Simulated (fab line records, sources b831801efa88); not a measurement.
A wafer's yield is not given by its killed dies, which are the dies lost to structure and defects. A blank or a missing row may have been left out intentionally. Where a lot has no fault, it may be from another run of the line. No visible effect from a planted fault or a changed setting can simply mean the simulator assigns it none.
What tool caused it? || flow sky130 || 13 lots with 39 wafers sampled at 6 steps, on a route of 708 steps

## WHAT THE GAUGES SHOWED, per wafer
SKY_SD_N_RS_MEAS_17: the measuring method here is four-point-probe.
{"lot": "L517", "measured": "day 28 04:48", "on": "film-metro-01", "SD_P_RS (ohm/sq)": "147.3 147.0 147.0"}
{"lot": "L518", "measured": "day 28 09:03", "on": "film-metro-03", "SD_P_RS (ohm/sq)": "147.2 146.7 147.4"}
{"lot": "L520", "measured": "day 29 04:47", "on": "film-metro-02", "SD_P_RS (ohm/sq)": "147.0 147.1 147.4"}
{"lot": "L522", "measured": "day 30 00:11", "on": "film-metro-03", "SD_P_RS (ohm/sq)": "146.4 146.6 147.1"}
{"lot": "L526", "measured": "day 31 02:33", "on": "film-metro-03", "SD_P_RS (ohm/sq)": "146.6 146.7 146.6"}
{"lot": "L529", "measured": "day 31 17:29", "on": "film-metro-03", "SD_P_RS (ohm/sq)": "147.1 147.1 147.3"}
{"lot": "L530", "measured": "day 32 03:51", "on": "film-metro-03", "SD_P_RS (ohm/sq)": "146.9 147.0 147.3"}
{"lot": "L532", "measured": "day 32 19:43", "on": "film-metro-02", "SD_P_RS (ohm/sq)": "146.9 147.2 146.7"}
{"lot": "L533", "measured": "day 33 10:52", "on": "film-metro-01", "SD_P_RS (ohm/sq)": "146.6 146.7 146.8"}
{"lot": "L534", "measured": "day 34 02:07", "on": "film-metro-01", "SD_P_RS (ohm/sq)": "147.1 146.7 147.0"}
{"lot": "L535", "measured": "day 34 04:17", "on": "film-metro-02", "SD_P_RS (ohm/sq)": "146.2 147.0 146.4"}
{"lot": "L538", "measured": "day 34 21:43", "on": "film-metro-01", "SD_P_RS (ohm/sq)": "146.4 146.9 146.7"}
{"lot": "L540", "measured": "day 35 09:36", "on": "film-metro-01", "SD_P_RS (ohm/sq)": "146.7 146.4 146.4"}

SKY_LI_CONTACT_OVL_MEAS_13.
{"lot": "L517", "measured": "day 29 09:47", "on": "overlay-01", "LI_CONTACT_OVL (nm)": "0 2 -3"}
{"lot": "L518", "measured": "day 29 14:33", "on": "overlay-01", "LI_CONTACT_OVL (nm)": "7 12 11"}
{"lot": "L520", "measured": "day 30 09:37", "on": "overlay-01", "LI_CONTACT_OVL (nm)": "2 3 -2"}
{"lot": "L522", "measured": "day 31 04:20", "on": "overlay-01", "LI_CONTACT_OVL (nm)": "-7 5 -11"}
{"lot": "L526", "measured": "day 32 06:55", "on": "overlay-01", "LI_CONTACT_OVL (nm)": "3 -3 1"}
{"lot": "L529", "measured": "day 32 21:42", "on": "overlay-01", "LI_CONTACT_OVL (nm)": "4 10 0"}
{"lot": "L530", "measured": "day 33 07:55", "on": "overlay-01", "LI_CONTACT_OVL (nm)": "11 6 6"}
{"lot": "L532", "measured": "day 33 23:53", "on": "overlay-02", "LI_CONTACT_OVL (nm)": "0 -2 -5"}
{"lot": "L533", "measured": "day 34 13:25", "on": "overlay-01", "LI_CONTACT_OVL (nm)": "-6 -2 2"}
{"lot": "L534", "measured": "day 35 05:30", "on": "overlay-01", "LI_CONTACT_OVL (nm)": "14 10 6"}
{"lot": "L535", "measured": "day 35 07:27", "on": "overlay-02", "LI_CONTACT_OVL (nm)": "2 2 1"}
{"lot": "L538", "measured": "day 36 00:04", "on": "overlay-01", "LI_CONTACT_OVL (nm)": "9 1 8"}
{"lot": "L540", "measured": "day 36 13:07", "on": "overlay-02", "LI_CONTACT_OVL (nm)": "4 8 11"}

SKY_LOCAL_INTERCONNECT_RS_MEAS_01: the measuring method here is four-point-probe.
{"lot": "L517", "measured": "day 29 11:04", "on": "film-metro-03", "LOCAL_INTERCONNECT_TIN_RS (ohm/sq)": "14.09 14.01 13.91"}
{"lot": "L518", "measured": "day 29 15:50", "on": "film-metro-03", "LOCAL_INTERCONNECT_TIN_RS (ohm/sq)": "14.07 14.03 14.03"}
{"lot": "L520", "measured": "day 30 10:53", "on": "film-metro-04", "LOCAL_INTERCONNECT_TIN_RS (ohm/sq)": "13.95 14.00 13.94"}
{"lot": "L522", "measured": "day 31 05:36", "on": "film-metro-04", "LOCAL_INTERCONNECT_TIN_RS (ohm/sq)": "14.20 14.09 14.11"}
{"lot": "L526", "measured": "day 32 08:13", "on": "film-metro-02", "LOCAL_INTERCONNECT_TIN_RS (ohm/sq)": "14.11 14.06 11.48"}
{"lot": "L529", "measured": "day 32 22:59", "on": "film-metro-02", "LOCAL_INTERCONNECT_TIN_RS (ohm/sq)": "14.24 14.21 14.20"}
{"lot": "L530", "measured": "day 33 09:11", "on": "film-metro-04", "LOCAL_INTERCONNECT_TIN_RS (ohm/sq)": "13.95 14.06 14.09"}
{"lot": "L532", "measured": "day 34 01:09", "on": "film-metro-03", "LOCAL_INTERCONNECT_TIN_RS (ohm/sq)": "14.27 14.17 14.15"}
{"lot": "L533", "measured": "day 34 14:41", "on": "film-metro-04", "LOCAL_INTERCONNECT_TIN_RS (ohm/sq)": "14.06 14.18 14.11"}
{"lot": "L534", "measured": "day 35 06:46", "on": "film-metro-04", "LOCAL_INTERCONNECT_TIN_RS (ohm/sq)": "14.20 14.04 14.18"}
{"lot": "L535", "measured": "day 35 08:43", "on": "film-metro-02", "LOCAL_INTERCONNECT_TIN_RS (ohm/sq)": "14.01 13.96 14.03"}
{"lot": "L538", "measured": "day 36 01:20", "on": "film-metro-04", "LOCAL_INTERCONNECT_TIN_RS (ohm/sq)": "14.04 14.12 14.09"}
{"lot": "L540", "measured": "day 36 14:29", "on": "film-metro-04", "LOCAL_INTERCONNECT_TIN_RS (ohm/sq)": "14.09 14.23 14.18"}

SKY_LOCAL_INTERCONNECT_THK_MEAS_02: measures by xrf.
{"lot": "L517", "measured": "day 29 11:11", "on": "film-metro-03", "LOCAL_INTERCONNECT_TIN_THK (nm)": "99.8 100.2 101.1"}
{"lot": "L518", "measured": "day 29 15:57", "on": "film-metro-03", "LOCAL_INTERCONNECT_TIN_THK (nm)": "100.2 100.4 100.3"}
{"lot": "L520", "measured": "day 30 11:00", "on": "film-metro-04", "LOCAL_INTERCONNECT_TIN_THK (nm)": "100.8 100.2 100.8"}
{"lot": "L522", "measured": "day 31 05:43", "on": "film-metro-04", "LOCAL_INTERCONNECT_TIN_THK (nm)": "98.8 99.9 99.0"}
{"lot": "L526", "measured": "day 32 08:19", "on": "film-metro-02", "LOCAL_INTERCONNECT_TIN_THK (nm)": "98.1 99.6 120.4"}
{"lot": "L529", "measured": "day 32 23:05", "on": "film-metro-02", "LOCAL_INTERCONNECT_TIN_THK (nm)": "98.0 98.4 98.6"}
{"lot": "L530", "measured": "day 33 09:18", "on": "film-metro-04", "LOCAL_INTERCONNECT_TIN_THK (nm)": "101.0 99.8 99.6"}
{"lot": "L532", "measured": "day 34 01:16", "on": "film-metro-03", "LOCAL_INTERCONNECT_TIN_THK (nm)": "98.5 98.7 99.2"}
{"lot": "L533", "measured": "day 34 14:48", "on": "film-metro-04", "LOCAL_INTERCONNECT_TIN_THK (nm)": "99.6 99.0 99.1"}
{"lot": "L534", "measured": "day 35 06:53", "on": "film-metro-04", "LOCAL_INTERCONNECT_TIN_THK (nm)": "99.8 100.0 100.0"}
{"lot": "L535", "measured": "day 35 08:50", "on": "film-metro-02", "LOCAL_INTERCONNECT_TIN_THK (nm)": "100.0 99.7 99.7"}
{"lot": "L538", "measured": "day 36 01:27", "on": "film-metro-04", "LOCAL_INTERCONNECT_TIN_THK (nm)": "99.8 99.4 99.9"}
{"lot": "L540", "measured": "day 36 14:35", "on": "film-metro-04", "LOCAL_INTERCONNECT_TIN_THK (nm)": "99.8 99.0 99.2"}

## TOOL THAT RAN EACH LOT (tool first, then ch and the chambers of the sampled wafers, then the start)
{"lot": "L517", "SKY_LI_CONTACT_ETCH_15": "rie-diel-01 ch 0,2, day 29 09:52", "SKY_LOCAL_INTERCONNECT_SPUTTER_00": "pvd-sputter-02, day 29 11:01"}
{"lot": "L518", "SKY_LI_CONTACT_ETCH_15": "rie-diel-02 ch 2,3, day 29 14:38", "SKY_LOCAL_INTERCONNECT_SPUTTER_00": "pvd-sputter-03, day 29 15:46"}
{"lot": "L520", "SKY_LI_CONTACT_ETCH_15": "rie-diel-03 ch 1,2, day 30 09:41", "SKY_LOCAL_INTERCONNECT_SPUTTER_00": "pvd-sputter-03, day 30 10:49"}
{"lot": "L522", "SKY_LI_CONTACT_ETCH_15": "rie-diel-03 ch 0,1,2, day 31 04:25", "SKY_LOCAL_INTERCONNECT_SPUTTER_00": "pvd-sputter-02, day 31 05:32"}
{"lot": "L526", "SKY_LI_CONTACT_ETCH_15": "rie-diel-02 ch 2,3, day 32 06:59", "SKY_LOCAL_INTERCONNECT_SPUTTER_00": "pvd-sputter-03, day 32 08:07"}
{"lot": "L529", "SKY_LI_CONTACT_ETCH_15": "rie-diel-02 ch 0,1,3, day 32 21:46", "SKY_LOCAL_INTERCONNECT_SPUTTER_00": "pvd-sputter-04, day 32 22:53"}
{"lot": "L530", "SKY_LI_CONTACT_ETCH_15": "rie-diel-03 ch 0,1,2, day 33 07:59", "SKY_LOCAL_INTERCONNECT_SPUTTER_00": "pvd-sputter-04, day 33 09:07"}
{"lot": "L532", "SKY_LI_CONTACT_ETCH_15": "rie-diel-03 ch 0,1,3, day 33 23:58", "SKY_LOCAL_INTERCONNECT_SPUTTER_00": "pvd-sputter-02, day 34 01:05"}
{"lot": "L533", "SKY_LI_CONTACT_ETCH_15": "rie-diel-02 ch 0,2,3, day 34 13:29", "SKY_LOCAL_INTERCONNECT_SPUTTER_00": "pvd-sputter-02, day 34 14:37"}
{"lot": "L534", "SKY_LI_CONTACT_ETCH_15": "rie-diel-03 ch 0,2,3, day 35 05:35", "SKY_LOCAL_INTERCONNECT_SPUTTER_00": "pvd-sputter-02, day 35 06:42"}
{"lot": "L535", "SKY_LI_CONTACT_ETCH_15": "rie-diel-03 ch 0,1,2, day 35 07:31", "SKY_LOCAL_INTERCONNECT_SPUTTER_00": "pvd-sputter-04, day 35 08:38"}
{"lot": "L538", "SKY_LI_CONTACT_ETCH_15": "rie-diel-01 ch 2,3, day 36 00:08", "SKY_LOCAL_INTERCONNECT_SPUTTER_00": "pvd-sputter-03, day 36 01:16"}
{"lot": "L540", "SKY_LI_CONTACT_ETCH_15": "rie-diel-02 ch 1,3, day 36 13:11", "SKY_LOCAL_INTERCONNECT_SPUTTER_00": "pvd-sputter-04, day 36 14:22"}
- SKY_LI_CONTACT_ETCH_15: etches PSG in C4F8/O2/Ar, stops on Si, target depth 600 nm.
- SKY_LOCAL_INTERCONNECT_SPUTTER_00: material TiN, target thk 100 nm, time 83.3 s.

## WHAT THE TOOLS THEMSELVES READ (means of the sampled wafers that have a number; where no wafer has one, the mark that the record gives instead)
SKY_LI_CONTACT_ETCH_15.
{"lot": "L517", "tool": "rie-diel-01", "bias-w (W)": 1205, "oes-product-au (a.u.)": 0.839}
{"lot": "L518", "tool": "rie-diel-02", "bias-w (W)": 1197, "oes-product-au (a.u.)": 0.841}
{"lot": "L520", "tool": "rie-diel-03", "bias-w (W)": 1198, "oes-product-au (a.u.)": 0.835}
{"lot": "L522", "tool": "rie-diel-03", "bias-w (W)": 1200, "oes-product-au (a.u.)": 0.838}
{"lot": "L526", "tool": "rie-diel-02", "bias-w (W)": 1199, "oes-product-au (a.u.)": 0.834}
{"lot": "L529", "tool": "rie-diel-02", "bias-w (W)": 1200, "oes-product-au (a.u.)": 0.842}
{"lot": "L530", "tool": "rie-diel-03", "bias-w (W)": 1200, "oes-product-au (a.u.)": 0.839}
{"lot": "L532", "tool": "rie-diel-03", "bias-w (W)": 1199, "oes-product-au (a.u.)": 0.838}
{"lot": "L533", "tool": "rie-diel-02", "bias-w (W)": 1198, "oes-product-au (a.u.)": 0.839}
{"lot": "L534", "tool": "rie-diel-03", "bias-w (W)": 1199, "oes-product-au (a.u.)": 0.835}
{"lot": "L535", "tool": "rie-diel-03", "bias-w (W)": 1196, "oes-product-au (a.u.)": 0.832}
{"lot": "L538", "tool": "rie-diel-01", "bias-w (W)": 1200, "oes-product-au (a.u.)": 0.839}
{"lot": "L540", "tool": "rie-diel-02", "bias-w (W)": 1200, "oes-product-au (a.u.)": 0.834}

SKY_LOCAL_INTERCONNECT_SPUTTER_00.
{"lot": "L517", "tool": "pvd-sputter-02", "cathode-dc-power-W (W)": 6500.0, "chamber-pressure-pa (Pa)": 0.3997, "throttle-valve-pct (%)": 30.3}
{"lot": "L518", "tool": "pvd-sputter-03", "cathode-dc-power-W (W)": 6498.7, "chamber-pressure-pa (Pa)": 0.4005, "throttle-valve-pct (%)": 30.6}
{"lot": "L520", "tool": "pvd-sputter-03", "cathode-dc-power-W (W)": 6500.5, "chamber-pressure-pa (Pa)": 0.4004, "throttle-valve-pct (%)": 31.3}
{"lot": "L522", "tool": "pvd-sputter-02", "cathode-dc-power-W (W)": 6500.7, "chamber-pressure-pa (Pa)": 0.3998, "throttle-valve-pct (%)": 29.8}
{"lot": "L526", "tool": "pvd-sputter-03", "cathode-dc-power-W (W)": 6956.7, "chamber-pressure-pa (Pa)": 0.3994, "throttle-valve-pct (%)": 30.8}
{"lot": "L529", "tool": "pvd-sputter-04", "cathode-dc-power-W (W)": 6499.4, "chamber-pressure-pa (Pa)": 0.3997, "throttle-valve-pct (%)": 30.3}
{"lot": "L530", "tool": "pvd-sputter-04", "cathode-dc-power-W (W)": 6500.3, "chamber-pressure-pa (Pa)": 0.3996, "throttle-valve-pct (%)": 30.1}
{"lot": "L532", "tool": "pvd-sputter-02", "cathode-dc-power-W (W)": 6500.3, "chamber-pressure-pa (Pa)": 0.4004, "throttle-valve-pct (%)": 29.6}
{"lot": "L533", "tool": "pvd-sputter-02", "cathode-dc-power-W (W)": 6500.2, "chamber-pressure-pa (Pa)": 0.4004, "throttle-valve-pct (%)": 30.0}
{"lot": "L534", "tool": "pvd-sputter-02", "cathode-dc-power-W (W)": 6501.3, "chamber-pressure-pa (Pa)": 0.3994, "throttle-valve-pct (%)": 29.7}
{"lot": "L535", "tool": "pvd-sputter-04", "cathode-dc-power-W (W)": 6499.7, "chamber-pressure-pa (Pa)": 0.4009, "throttle-valve-pct (%)": 30.6}
{"lot": "L538", "tool": "pvd-sputter-03", "cathode-dc-power-W (W)": 6499.5, "chamber-pressure-pa (Pa)": 0.3989, "throttle-valve-pct (%)": 30.2}
{"lot": "L540", "tool": "pvd-sputter-04", "cathode-dc-power-W (W)": 6499.7, "chamber-pressure-pa (Pa)": 0.4002, "throttle-valve-pct (%)": 29.7}

## THE ANSWER, worked out from the rows above alone
Rule: the lots themselves supply what counts as usual. Put in order of their means at a reading, lots are off if they are a third of the lots or fewer, leave a main group of 4 or more, and stand apart from it by a gap of 3 or more times the standard deviation of the main group's means; of several such gaps the widest counts. The tables above print the reading to a certain number of digits; a main group whose means all agree to those digits is not used. A lot without any number at a reading at which 4 lots or more have one is off too. The other lots that the step has rows for count as sound. After the gauges, taken in route order, come the tools' own readings; for these a lot's mean is taken, as printed above. At the first step where some lot is off, the reading lying furthest off is the one used; lots without a number count as furthest.
Off: L526, at SKY_LOCAL_INTERCONNECT_RS_MEAS_01 (LOCAL_INTERCONNECT_TIN_RS). Main group: mean 14.09 ohm/sq, sd 0.079.
A tool fits if, at a process step before that reading, it ran every lot that is off, and no sound lot after the first of them. The gauges at SKY_LOCAL_INTERCONNECT_RS_MEAS_01 aren't tried: what is off there is off at SKY_LOCAL_INTERCONNECT_SPUTTER_00 too, on other tools, and a gauge's error can't cause that. None of those tried fits.

## WHAT HAD BEEN PUT IN BY THE SIMULATOR
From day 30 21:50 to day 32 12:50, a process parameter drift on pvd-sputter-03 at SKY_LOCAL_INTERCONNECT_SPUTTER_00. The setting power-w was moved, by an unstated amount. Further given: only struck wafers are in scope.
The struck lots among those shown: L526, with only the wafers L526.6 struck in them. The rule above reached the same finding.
